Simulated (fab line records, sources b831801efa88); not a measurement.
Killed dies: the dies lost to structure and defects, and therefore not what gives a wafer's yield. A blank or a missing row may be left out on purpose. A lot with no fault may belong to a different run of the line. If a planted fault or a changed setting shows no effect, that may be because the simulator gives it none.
fab line records	flow gf180mcu
[record] lots = 13	wafers = 39	last-day = 34
route steps=602 shown MIM@504 M5@536
lots with no fault: from the same line, run without faults
start-h: the number of hours between the record's first day and the start of the first shown wafer of the lot	wait-h: how many hours have passed since the lot's step before this one	" unchanged from the row above	L1.1+2: a single row standing in for several wafers	- value missing, or start not given	* or withheld: withheld	< > ~ a bound
route shown NAME@n: NAME is a module with steps in the file, n the number in the route of the first one	usual: average and standard deviation across the fault-free wafers	same: alike in all rows	chamber/n: place in a boat	sites: readings site by site	_std_site: standard deviation across them	_edge_site: mean of outer sites minus mean of inner sites	radius-mm: for every site, how far away it sits from the centre of the wafer	mask NAME#n: copy n	behind: the last tool/chamber to shape the wafer	hold: why the lot went on hold/how many hours it stayed there/how the hold came to an end	device: transistor that didn't switch, given as n, p or np	end of line: tests run on the same wafers once the route is complete	a step with no rows: only its recipe	killed: count of dies lost to structure and defects at first sort (not the wafer's yield)	map: shows each die of a wafer: x if killed, . if not, _ if none is there
set.NAME: the setting as run; set.NAME@STEP: as run at that earlier step	model.NAME: the simulator's own value behind a step, which no gauge read
a sample of lots followed through the steps of the route, with each step as a table and each wafer as a row
services: a tool's chamber out of use, with start hour (start-h, from the record's first day; less than 0 if before it), hours out, and reason
[[steps]]
[step GF_MIM_SPUTTER_01]
[recipe] material = TiN	target-thk-nm = 30	power-w = 6566	time-s = 25	chamber-pressure-pa = 0.4
[usual] throttle-valve-pct = 30.5/1.1
lot.wafer	tool	chamber	start-h	wait-h	throttle-valve-pct
L156.2	pvd-sputter-01	-	572.31	0.1	30.0
L156.3	"	-	"	"	29.5
L156.6	"	-	"	"	29.7
L157.1	pvd-sputter-01	-	579.88	0.1	31.8
L157.4	"	-	"	"	30.1
L157.5	"	-	"	"	30.2
L158.1	pvd-sputter-03	-	585.28	0.1	29.3
L158.3	"	-	"	"	31.6
L158.4	"	-	"	"	31.7
L159.2	pvd-sputter-01	-	589.31	0.1	32.2
L159.3	"	-	"	"	30.4
L159.5	"	-	"	"	32.5
L161.1	pvd-sputter-03	-	610.59	0.1	31.4
L161.2	"	-	"	"	29.7
L161.3	"	-	"	"	29.3
L169.1	pvd-sputter-04	-	678.38	0.1	29.1
L169.3	"	-	"	"	30.8
L169.4	"	-	"	"	30.9
L172.3	pvd-sputter-03	-	697.38	0.1	31.8
L172.4	"	-	"	"	30.1
L172.5	"	-	"	"	31.6
L173.2	pvd-sputter-01	-	705.71	0.1	32.7
L173.3	"	-	"	"	29.4
L173.4	"	-	"	"	31.8
L174.1	pvd-sputter-04	-	710.17	0.1	29.5
L174.3	"	-	"	"	30.8
L174.5	"	-	"	"	29.5
L175.1	pvd-sputter-01	-	719.46	0.1	31.7
L175.4	"	-	"	"	32.9
L175.5	"	-	"	"	32.5
L176.4	pvd-sputter-03	-	720.35	0.1	30.3
L176.5	"	-	"	"	30.2
L176.6	"	-	"	"	31.7
L177.4	pvd-sputter-01	-	722.79	0.1	30.3
L177.5	"	-	"	"	30.1
L177.6	"	-	"	"	32.0
L178.1	pvd-sputter-03	-	727.68	0.1	30.2
L178.4	"	-	"	"	29.6
L178.5	"	-	"	"	29.7
[step GF_MIM_THK_MEAS_06]
[recipe] reads = Si3N4_of_MIM_CVD_05
[usual] MIM_CVD_05_THK = 41.8/0.57
lot.wafer	tool	chamber	start-h	wait-h	MIM_CVD_05_THK[nm]
L156.2	film-metro-01	-	572.47	0.0	41.9
L156.3	"	-	"	"	41.9
L156.6	"	-	"	"	42.5
L157.1	film-metro-01	-	580.03	0.0	41.4
L157.4	"	-	"	"	42.1
L157.5	"	-	"	"	41.7
L158.1	film-metro-02	-	585.43	0.0	40.7
L158.3	"	-	"	"	40.8
L158.4	"	-	"	"	41.0
L159.2	film-metro-04	-	589.47	0.0	41.8
L159.3	"	-	"	"	42.0
L159.5	"	-	"	"	41.8
L161.1	film-metro-04	-	610.75	0.0	41.7
L161.2	"	-	"	"	41.4
L161.3	"	-	"	"	41.7
L169.1	film-metro-04	-	678.53	0.0	41.1
L169.3	"	-	"	"	41.0
L169.4	"	-	"	"	41.5
L172.3	film-metro-01	-	697.55	0.0	41.3
L172.4	"	-	"	"	42.2
L172.5	"	-	"	"	41.7
L173.2	film-metro-02	-	705.87	0.0	41.2
L173.3	"	-	"	"	41.9
L173.4	"	-	"	"	41.6
L174.1	film-metro-01	-	710.32	0.0	42.0
L174.3	"	-	"	"	40.8
L174.5	"	-	"	"	42.3
L175.1	film-metro-02	-	719.61	0.0	41.6
L175.4	"	-	"	"	42.1
L175.5	"	-	"	"	41.9
L176.4	film-metro-02	-	720.53	0.0	40.8
L176.5	"	-	"	"	41.8
L176.6	"	-	"	"	41.8
L177.4	film-metro-04	-	722.97	0.0	42.7
L177.5	"	-	"	"	42.6
L177.6	"	-	"	"	42.8
L178.1	film-metro-04	-	727.84	0.0	41.7
L178.4	"	-	"	"	42.2
L178.5	"	-	"	"	42.4
[step GF_MIM_METAL_ETCH_19]
[recipe] chemistry = Cl2/BCl3	mask-material = NOVOLAK	stop-on = Si3N4	target-depth-nm = 324.5	pressure-mtorr = 8	icp-w = 800	bias-w = 140	Cl2_flow_sccm = 80	bcl3-flow-sccm = 40	time-s = 54.1
[usual] drypump-motor-current-A = 5.9/0.42	oes-product-au = 0.940/0.0063	rf-fwd-power-W = 793.2/2.4	throttle-valve-pct = 28.285/0.01
lot.wafer	tool	chamber	start-h	wait-h	drypump-motor-current-A	oes-product-au	rf-fwd-power-W	rf-hours-counter-h	throttle-valve-pct
L156.2	rie-metal-04	0	593.89	0.1	6.3	0.937	791.8	9	28.296
L156.3	"	0	"	"	6.3	0.935	794.8	-	28.281
L156.6	"	1	"	"	5.3	0.941	796.0	-	28.276
L157.1	rie-metal-04	0	600.88	0.1	6.3	0.937	795.0	9	28.284
L157.4	"	1	"	"	5.3	0.932	793.8	-	28.287
L157.5	"	0	"	"	6.3	0.940	792.5	-	28.288
L158.1	rie-metal-04	0	606.48	0.1	6.3	0.941	793.0	10	28.269
L158.3	"	0	"	"	6.3	0.948	793.5	-	28.276
L158.4	"	1	"	"	5.2	0.954	793.9	-	28.284
L159.2	rie-metal-03	0	610.18	0.1	5.3	0.944	797.3	2	28.299
L159.3	"	0	"	"	5.3	0.929	795.7	-	28.293
L159.5	"	1	"	"	6.0	0.943	793.9	-	28.293
L161.1	rie-metal-04	1	631.09	0.1	5.3	0.936	789.6	1	28.295
L161.2	"	0	"	"	6.3	0.952	791.6	10	28.286
L161.3	"	1	"	"	5.3	0.935	792.7	-	28.298
L169.1	rie-metal-02	0	697.34	0.1	6.2	0.939	793.1	9	28.287
L169.3	"	1	"	"	6.2	0.934	793.2	-	28.285
L169.4	"	0	"	"	6.2	0.942	793.7	-	28.288
L172.3	rie-metal-02	1	715.97	0.1	6.2	0.941	790.8	-	28.290
L172.4	"	0	"	"	6.2	0.932	789.8	-	28.268
L172.5	"	1	"	"	6.2	0.955	793.9	-	28.258
L173.2	rie-metal-03	1	724.03	0.1	5.9	0.948	795.8	9	28.273
L173.3	"	0	"	"	5.3	0.941	792.9	-	28.282
L173.4	"	1	"	"	5.9	0.952	793.2	-	28.292
L174.1	rie-metal-03	0	727.78	0.1	5.4	0.931	792.2	6	28.300
L174.3	"	1	"	"	5.9	0.938	791.3	-	28.290
L174.5	"	0	"	"	5.3	0.936	795.6	-	28.280
L175.1	rie-metal-04	0	737.28	0.1	6.3	0.942	794.6	1	28.274
L175.4	"	1	"	"	5.3	0.929	792.3	-	28.287
L175.5	"	1	"	"	5.3	0.935	792.4	-	28.279
L176.4	rie-metal-02	0	737.42	0.1	6.2	0.937	790.7	-	28.298
L176.5	"	0	"	"	6.2	0.938	787.0	-	28.289
L176.6	"	1	"	"	6.2	0.957	792.4	-	28.282
L177.4	rie-metal-02	1	740.36	0.1	6.2	0.933	798.4	-	28.286
L177.5	"	0	"	"	6.2	0.936	789.8	-	28.294
L177.6	"	1	"	"	6.2	0.932	794.0	-	28.280
L178.1	rie-metal-03	1	744.43	0.1	5.9	0.949	794.7	10	28.286
L178.4	"	0	"	"	5.3	0.938	793.2	-	28.288
L178.5	"	0	"	"	5.3	0.941	796.2	-	28.285
[step GF_M5_METAL_ETCH_10]
[recipe] chemistry = Cl2/BCl3	mask-material = KrF	target-depth-nm = 627.5	stop-on = SiO2	pressure-mtorr = 8	icp-w = 800	bias-w = 140	Cl2_flow_sccm = 80	bcl3-flow-sccm = 40	time-s = 104.6
[usual] drypump-motor-current-A = 5.5/0.35	oes-product-au = 0.972/0.0068	rf-fwd-power-W = 795.7/2.6	throttle-valve-pct = 28.250/0.0099
lot.wafer	tool	chamber	start-h	wait-h	drypump-motor-current-A	oes-product-au	rf-fwd-power-W	rf-hours-counter-h	throttle-valve-pct
L156.2	rie-metal-01	0	615.02	0.0	5.3	0.981	795.7	2	28.246
L156.3	"	1	"	"	5.5	0.983	797.1	-	28.243
L156.6	"	1	"	"	5.5	0.976	798.5	-	28.234
L157.1	rie-metal-03	1	621.45	0.0	6.0	0.975	797.8	5	28.248
L157.4	"	0	"	"	5.3	0.969	795.9	-	28.254
L157.5	"	0	"	"	5.3	0.971	795.9	-	28.247
L158.1	rie-metal-01	0	628.05	0.0	5.3	0.962	790.5	2	28.254
L158.3	"	0	"	"	5.3	0.974	793.5	-	28.251
L158.4	"	1	"	"	5.5	0.971	794.0	-	28.269
L159.2	rie-metal-03	0	630.76	0.0	5.3	0.974	797.4	3	28.252
L159.3	"	0	"	"	5.3	0.975	791.9	-	28.239
L159.5	"	1	"	"	6.0	0.989	798.1	-	28.249
L161.1	rie-metal-01	1	651.02	0.0	5.5	0.978	795.2	10	28.241
L161.2	"	0	"	"	5.3	0.912	799.4	3	28.315
L161.3	"	1	"	"	5.5	0.987	793.1	-	28.244
L169.1	rie-metal-04	1	716.44	0.0	5.3	0.977	794.7	5	28.256
L169.3	"	0	"	"	6.3	0.969	791.8	-	28.250
L169.4	"	1	"	"	5.3	0.967	791.2	-	28.248
L172.3	rie-metal-04	1	733.93	0.0	5.3	0.971	793.3	-	28.237
L172.4	"	0	"	"	6.3	0.965	793.7	-	28.254
L172.5	"	1	"	"	5.3	0.966	796.7	-	28.269
L173.2	rie-metal-01	1	741.94	0.0	5.5	0.972	795.4	13	28.249
L173.3	"	1	"	"	5.5	0.967	800.3	-	28.247
L173.4	"	0	"	"	5.3	0.976	802.6	-	28.247
L174.1	rie-metal-01	1	745.52	0.0	5.4	0.969	796.6	13	28.251
L174.3	"	0	"	"	5.3	0.971	800.3	-	28.245
L174.5	"	1	"	"	5.4	0.962	797.1	-	28.264
L175.1	rie-metal-01	1	754.31	0.0	5.5	0.972	793.4	13	28.250
L175.4	"	1	"	"	5.4	0.979	794.7	-	28.251
L175.5	"	1	"	"	5.4	0.971	792.3	-	28.262
L176.4	rie-metal-03	0	755.05	0.0	5.3	0.976	795.7	-	28.249
L176.5	"	0	"	"	5.3	0.982	794.6	-	28.234
L176.6	"	1	"	"	5.9	0.985	796.0	-	28.250
L177.4	rie-metal-04	0	757.80	0.0	6.3	0.979	795.5	-	28.243
L177.5	"	1	"	"	5.3	0.969	796.0	-	28.250
L177.6	"	0	"	"	6.3	0.985	794.1	-	28.249
L178.1	rie-metal-03	0	760.81	0.0	5.3	0.973	797.4	8	28.240
L178.4	"	1	"	"	5.9	0.977	794.9	-	28.254
L178.5	"	1	"	"	5.9	0.978	794.3	-	28.227
[step GF_M5_STRIP_11]
[recipe] chemistry = O2/N2	power-w = 1400	pressure-mtorr = 1500	platen-temp-c = 250	o2-flow-sccm = 3000	n2-flow-sccm = 300	overash-fraction = 0.5
[usual] drypump-motor-current-A = 5.9/0.53	heater-power-w = 333/25	oes-product-au = 0.544/0.0048	strip-time-to-endpoint-s = 7.53/0.046
lot.wafer	tool	chamber	start-h	wait-h	drypump-motor-current-A	heater-power-w	oes-product-au	rf-hours-counter-h	strip-time-to-endpoint-s
L156.2	plasma-asher-01	1	615.13	0.1	5.8	337	0.548	81	7.50
L156.3	"	0	"	"	4.9	362	0.547	-	7.49
L156.6	"	0	"	"	4.9	356	0.542	-	7.51
L157.1	plasma-asher-02	0	621.56	0.1	6.2	358	0.546	53	7.48
L157.4	"	1	"	"	5.9	324	0.540	-	7.52
L157.5	"	1	"	"	5.9	311	0.537	-	7.48
L158.1	plasma-asher-04	0	628.16	0.1	6.7	286	0.533	21	7.51
L158.3	"	0	"	"	6.7	299	0.542	-	7.50
L158.4	"	1	"	"	5.4	360	0.545	-	7.47
L159.2	plasma-asher-04	0	630.87	0.1	6.6	286	0.543	21	7.53
L159.3	"	0	"	"	6.7	292	0.542	-	7.56
L159.5	"	0	"	"	6.7	292	0.541	-	7.52
L161.1	plasma-asher-04	0	651.13	0.1	6.7	293	0.542	23	7.52
L161.2	"	1	"	"	5.4	352	0.563	23	7.89
L161.3	"	0	"	"	6.6	292	0.534	-	7.54
L169.1	plasma-asher-02	0	716.56	0.1	6.2	345	0.550	63	7.59
L169.3	"	1	"	"	5.9	329	0.548	-	7.53
L169.4	"	0	"	"	6.2	355	0.546	-	7.56
L172.3	plasma-asher-01	0	734.04	0.1	4.8	362	0.544	-	7.61
L172.4	"	1	"	"	5.8	339	0.538	-	7.49
L172.5	"	1	"	"	5.8	329	0.553	-	7.60
L173.2	plasma-asher-04	1	742.06	0.1	5.4	352	0.549	32	7.47
L173.3	"	0	"	"	6.7	290	0.546	-	7.46
L173.4	"	1	"	"	5.4	350	0.536	-	7.46
L174.1	plasma-asher-02	1	745.63	0.1	5.9	319	0.530	67	7.46
L174.3	"	0	"	"	6.2	356	0.541	-	7.45
L174.5	"	1	"	"	5.8	327	0.543	-	7.42
L175.1	plasma-asher-02	1	754.42	0.1	5.9	318	0.542	68	7.45
L175.4	"	1	"	"	5.9	320	0.539	-	7.44
L175.5	"	1	"	"	5.9	322	0.547	-	7.45
L176.4	plasma-asher-02	1	755.16	0.1	5.9	325	0.542	-	7.52
L176.5	"	0	"	"	6.2	352	0.539	-	7.54
L176.6	"	1	"	"	5.8	321	0.548	-	7.46
L177.4	plasma-asher-01	0	757.91	0.1	4.9	365	0.545	-	7.52
L177.5	"	1	"	"	5.8	332	0.541	-	7.56
L177.6	"	0	"	"	4.9	366	0.553	-	7.51
L178.1	plasma-asher-02	1	760.92	0.1	5.8	319	0.545	68	7.57
L178.4	"	1	"	"	5.9	318	0.548	-	7.57
L178.5	"	0	"	"	6.2	350	0.538	-	7.54
[[services]]
tool	chamber	start-h	hours	kind
rie-metal-01	1	552.93	1.5	repair
plasma-asher-02	-	557.39	0.8	repair
plasma-asher-02	-	561.91	1.3	repair
rie-metal-04	-	562.94	2.8	pm
plasma-asher-01	-	566.69	2.2	repair
rie-metal-04	1	574.26	-	clean
rie-metal-04	1	574.26	18.4	scheduled-down
rie-metal-04	1	574.26	18.4	vent-cycle
pvd-sputter-04	-	577.63	2.6	repair
pvd-sputter-01	0	583.74	-	consumable-replace:kit
pvd-sputter-01	0	583.74	18.0	scheduled-down
pvd-sputter-01	0	583.74	18.0	vent-cycle
rie-metal-02	-	598.19	1.0	repair
plasma-asher-02	-	609.34	7.0	repair
rie-metal-01	-	669.90	2.8	pm
rie-metal-04	0	680.61	-	clean
rie-metal-04	0	680.61	20.0	scheduled-down
rie-metal-04	0	680.61	20.0	vent-cycle
pvd-sputter-01	-	709.74	7.9	repair
rie-metal-02	-	727.09	2.8	pm
pvd-sputter-01	-	744.06	1.3	repair
plasma-asher-04	-	753.52	5.2	repair
pvd-sputter-01	3	754.81	-	consumable-replace:kit
pvd-sputter-01	3	754.81	18.0	scheduled-down
[[key]]
[first-sign] step = GF_M5_METAL_ETCH_10	reading = oes-product-au	direction = down	sigmas = 8.8	usual = 0.972	struck = 0.912
[effect] step = GF_M5_METAL_ETCH_10	reading = throttle-valve-pct	direction = up	sigmas = 6.5	usual = 28.250	struck = 28.315
[effect] step = GF_M5_STRIP_11	reading = strip-time-to-endpoint-s	direction = up	sigmas = 7.9	usual = *	struck = *
met-at GF_M5_METAL_ETCH_10
struck-lots L161
struck-wafers L161.2
sort-left-out L161.2
not-acting-at GF_MIM_SPUTTER_01,GF_MIM_THK_MEAS_06,GF_MIM_METAL_ETCH_19
onset-between 628.05 651.02
[fault] kind = process-parameter-drift	tool = rie-metal-01	chamber = -	onset-h = 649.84	steps = GF_M5_METAL_ETCH_10	channel = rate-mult	offset = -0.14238	shape = step	end-h = 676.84	scope = struck-wafers-only
// sort-left-out: the simulated sort isn't trusted on such a fault, so these wafers' sort isn't shown, and their yield isn't known
